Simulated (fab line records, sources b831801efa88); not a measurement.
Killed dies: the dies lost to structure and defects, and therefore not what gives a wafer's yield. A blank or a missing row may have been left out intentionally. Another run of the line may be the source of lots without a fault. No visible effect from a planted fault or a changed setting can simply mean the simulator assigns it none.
Comparing a struck lot with a sound one ; flow sky130 ; 14 out of 708 route steps
Sound: these wafers, L934.1, L934.3, L934.4. Struck: wafers L948.1, L948.4, L948.6. The cause is given at the end.
Order at every step that has rows: each side's tool, ch and its chambers, its first start. Under that, the readings that differ: sound wafers ; struck wafers ; difference of the means ; sigmas: that difference in standard deviations of wafers without a fault.
alike: readings with means less than 2 such deviations apart, plus words and numbers identical on both sides. not compared: withheld readings, readings lacking a value on some wafer, bounds such as >300 that could conceal the same value, and numbers that have no deviation in the record and whose values overlap.
A row with sigmas, a row that says differs or no value, or rows on one side alone: a step with any of these is where the two part. Numbers that don't overlap but have no deviation are shown without sigmas and don't part them. A reading that every wafer of one side lacks parts them only if that side has two wafers or more.

first, 4 steps without rows for these wafers: SKY_METAL1_STRIP_21 (strips in post etch residue remover, time 1200 s); SKY_METAL1_CLEAN_22 (cleans in IPA, time 180 s); SKY_METAL1_CLEAN_23 (cleans in O3/DIW); SKY_VIA1_HDPCVD_00 (deposits SiO2, target thk 1030 nm, time 171.7 s).
SKY_VIA1_THK_MEAS_01:
  struck on filmMetro-03, day 37 14:51; sound on filmMetro-03, day 32 23:05
  alike: VIA1_HDPCVD_THK
SKY_VIA1_CMP_02: polishes SiO2.
  sound on cmp-01 ch 0,1,3, day 32 23:09; struck on cmp-01 ch 0,2, day 37 14:58
  alike: motorCurrentA, platenRpm
SKY_VIA1_BOW_MEAS_03:
  struck on filmMetro-03, day 37 15:13; sound on filmMetro-03, day 32 23:29
  alike: VIA1_BOW
then, 5 steps without rows for these wafers: SKY_VIA1_DEHYDRATE_04 (time 60 s); SKY_VIA1_HMDS_05 (prime time 60 s); SKY_VIA1_COAT_06 (resist thk 60 nm); SKY_VIA1_COAT_07 (resist thk 450 nm); SKY_VIA1_SOFTBAKE_08 (time 90 s).
SKY_VIA1_EXPOSE_09: exposes mask VIM, target cd 150 nm.
  struck on krfScanner-01, day 38 04:34; sound on krfScanner-01 ch 0, day 33 13:28
  no value came back on the struck wafers for exposureDoseMJCm2, focusOffsetNm (nm); on the sound wafers exposureDoseMJCm2 reads 37.93 37.90 37.85
  alike: mask
after that, 1 step had no rows for these wafers: SKY_VIA1_PEB_10.

## WHERE THEY PART
Within this record, at SKY_VIA1_EXPOSE_09 only.

WHY: what had been put in by the simulator
At SKY_VIA1_EXPOSE_09, the step was skipped entirely on krfScanner-01 from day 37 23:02 on. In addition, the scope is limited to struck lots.
